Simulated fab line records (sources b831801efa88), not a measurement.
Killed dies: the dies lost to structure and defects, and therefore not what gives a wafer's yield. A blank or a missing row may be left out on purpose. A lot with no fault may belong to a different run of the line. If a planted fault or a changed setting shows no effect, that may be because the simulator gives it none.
Chamber matching :: flow gf180mcu :: 4 sister chambers for GF_V1_CMP_26 on cmp-01
The step polishes, stops on SiO2, t overpolish 15 s, target thk 0 nm. 27 wafers are shown with their chamber, then 12 later ones without.

== WAFERS WITH THEIR CHAMBER ==
wafer: L074.3
chamber: 3
motorCurrentA (A): 9.2
timeToEndpointS (s): 83
overpolishRunS (s): 14.987

wafer: L074.4
chamber: 2
motorCurrentA (A): 11.6
timeToEndpointS (s): 91
overpolishRunS (s): 14.994

wafer: L074.5
chamber: 2
motorCurrentA (A): 11.2
timeToEndpointS (s): 90
overpolishRunS (s): 14.994

wafer: L077.2
chamber: 0
motorCurrentA (A): 9.1
timeToEndpointS (s): 77
overpolishRunS (s): 14.999

wafer: L077.3
chamber: 1
motorCurrentA (A): 11.5
timeToEndpointS (s): 80
overpolishRunS (s): 14.994

wafer: L077.5
chamber: 1
motorCurrentA (A): 11.6
timeToEndpointS (s): 80
overpolishRunS (s): 14.991

wafer: L079.3
chamber: 2
motorCurrentA (A): 11.3
timeToEndpointS (s): 92
overpolishRunS (s): 15.003

wafer: L079.5
chamber: 2
motorCurrentA (A): 11.0
timeToEndpointS (s): 91
overpolishRunS (s): 14.985

wafer: L079.6
chamber: 1
motorCurrentA (A): 11.8
timeToEndpointS (s): 82
overpolishRunS (s): 15.001

wafer: L083.2
chamber: 0
motorCurrentA (A): 9.0
timeToEndpointS (s): 82
overpolishRunS (s): 14.993

wafer: L083.3
chamber: 1
motorCurrentA (A): 12.2
timeToEndpointS (s): 82
overpolishRunS (s): 14.991

wafer: L083.4
chamber: 2
motorCurrentA (A): 11.8
timeToEndpointS (s): 93
overpolishRunS (s): 14.990

wafer: L083.1
chamber: 3
motorCurrentA (A): 9.2
timeToEndpointS (s): 83
overpolishRunS (s): 15.008

wafer: L083.5
chamber: 0
motorCurrentA (A): 9.1
timeToEndpointS (s): 84
overpolishRunS (s): 14.992

wafer: L083.6
chamber: 1
motorCurrentA (A): 12.0
timeToEndpointS (s): 87
overpolishRunS (s): 14.989

wafer: L086.1
chamber: 0
motorCurrentA (A): 8.8
timeToEndpointS (s): 83
overpolishRunS (s): 15.007

wafer: L086.2
chamber: 1
motorCurrentA (A): 11.9
timeToEndpointS (s): 84
overpolishRunS (s): 15.002

wafer: L086.5
chamber: 0
motorCurrentA (A): 9.1
timeToEndpointS (s): 82
overpolishRunS (s): 15.011

wafer: L086.3
chamber: 2
motorCurrentA (A): 11.1
timeToEndpointS (s): 93
overpolishRunS (s): 15.006

wafer: L086.4
chamber: 3
motorCurrentA (A): 9.2
timeToEndpointS (s): 83
overpolishRunS (s): 15.005

wafer: L086.6
chamber: 1
motorCurrentA (A): 12.1
timeToEndpointS (s): 86
overpolishRunS (s): 15.017

wafer: L088.1
chamber: 3
motorCurrentA (A): 9.4
timeToEndpointS (s): 76
overpolishRunS (s): 14.993

wafer: L088.3
chamber: 1
motorCurrentA (A): 11.8
timeToEndpointS (s): 80
overpolishRunS (s): 14.994

wafer: L088.6
chamber: 0
motorCurrentA (A): 9.2
timeToEndpointS (s): 80
overpolishRunS (s): 15.004

wafer: L090.1
chamber: 2
motorCurrentA (A): 11.2
timeToEndpointS (s): 92
overpolishRunS (s): 15.009

wafer: L090.2
chamber: 3
motorCurrentA (A): 9.0
timeToEndpointS (s): 82
overpolishRunS (s): 15.009

wafer: L090.3
chamber: 0
motorCurrentA (A): 9.1
timeToEndpointS (s): 84
overpolishRunS (s): 14.998

SIGNATURES (means of the wafers above)
reading: motorCurrentA
chamber 0: 9.057
chamber 1: 11.863
chamber 2: 11.314
chamber 3: 9.200
scatter within a chamber: 0.215

reading: timeToEndpointS
chamber 0: 81.71
chamber 1: 82.62
chamber 2: 91.71
chamber 3: 81.40
scatter within a chamber: 2.43

reading: overpolishRunS
chamber 0: 15.00057
chamber 1: 14.99737
chamber 2: 14.99729
chamber 3: 15.00040
scatter within a chamber: 0.00873
Rule: for each reading, subtract the chamber's mean from the wafer's reading, divide by that reading's scatter and square the result; add these up over the readings and take the root, which gives the wafer's distance from the chamber. The wafer belongs to the nearest chamber; if the next one is less than 2 further off, it can't be placed. The scatter: the root of (the sum of the squares of (reading less its chamber's mean) over the shown wafers, divided by (wafers less chambers)).

== WAFERS WHOSE CHAMBER IS MISSING ==
wafer: L092.3
motorCurrentA (A): 9.1
timeToEndpointS (s): 79
overpolishRunS (s): 14.985

wafer: L092.4
motorCurrentA (A): 11.5
timeToEndpointS (s): 86
overpolishRunS (s): 15.003

wafer: L092.6
motorCurrentA (A): 12.4
timeToEndpointS (s): 78
overpolishRunS (s): 15.015

wafer: L093.2
motorCurrentA (A): 11.1
timeToEndpointS (s): 92
overpolishRunS (s): 14.999

wafer: L093.3
motorCurrentA (A): 12.0
timeToEndpointS (s): 83
overpolishRunS (s): 15.005

wafer: L093.4
motorCurrentA (A): 8.9
timeToEndpointS (s): 75
overpolishRunS (s): 15.000

wafer: L095.1
motorCurrentA (A): 12.3
timeToEndpointS (s): 81
overpolishRunS (s): 14.999

wafer: L095.3
motorCurrentA (A): 11.5
timeToEndpointS (s): 92
overpolishRunS (s): 15.012

wafer: L095.5
motorCurrentA (A): 11.6
timeToEndpointS (s): 83
overpolishRunS (s): 15.016

wafer: L097.3
motorCurrentA (A): 11.7
timeToEndpointS (s): 91
overpolishRunS (s): 15.002

wafer: L097.4
motorCurrentA (A): 11.5
timeToEndpointS (s): 86
overpolishRunS (s): 14.990

wafer: L097.5
motorCurrentA (A): 11.6
timeToEndpointS (s): 85
overpolishRunS (s): 15.001

== WHICH CHAMBER EACH ONE RAN IN ==
wafer: L092.3
from the rows above: can't be placed: 3 or 0
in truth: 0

wafer: L092.4
from the rows above: can't be placed: 1 or 2
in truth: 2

wafer: L092.6
from the rows above: 1
in truth: 1

wafer: L093.2
from the rows above: 2
in truth: 2

wafer: L093.3
from the rows above: 1
in truth: 1

wafer: L093.4
from the rows above: can't be placed: 0 or 3
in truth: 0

wafer: L095.1
from the rows above: 1
in truth: 1

wafer: L095.3
from the rows above: 2
in truth: 2

wafer: L095.5
from the rows above: can't be placed: 1 or 2
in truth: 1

wafer: L097.3
from the rows above: can't be placed: 2 or 1
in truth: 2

wafer: L097.4
from the rows above: can't be placed: 1 or 2
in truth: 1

wafer: L097.5
from the rows above: can't be placed: 1 or 2
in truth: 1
5 of 12 placed correctly. These rows do not allow placing 7 (true chamber among the candidates in 7). Number placed wrongly: 0.
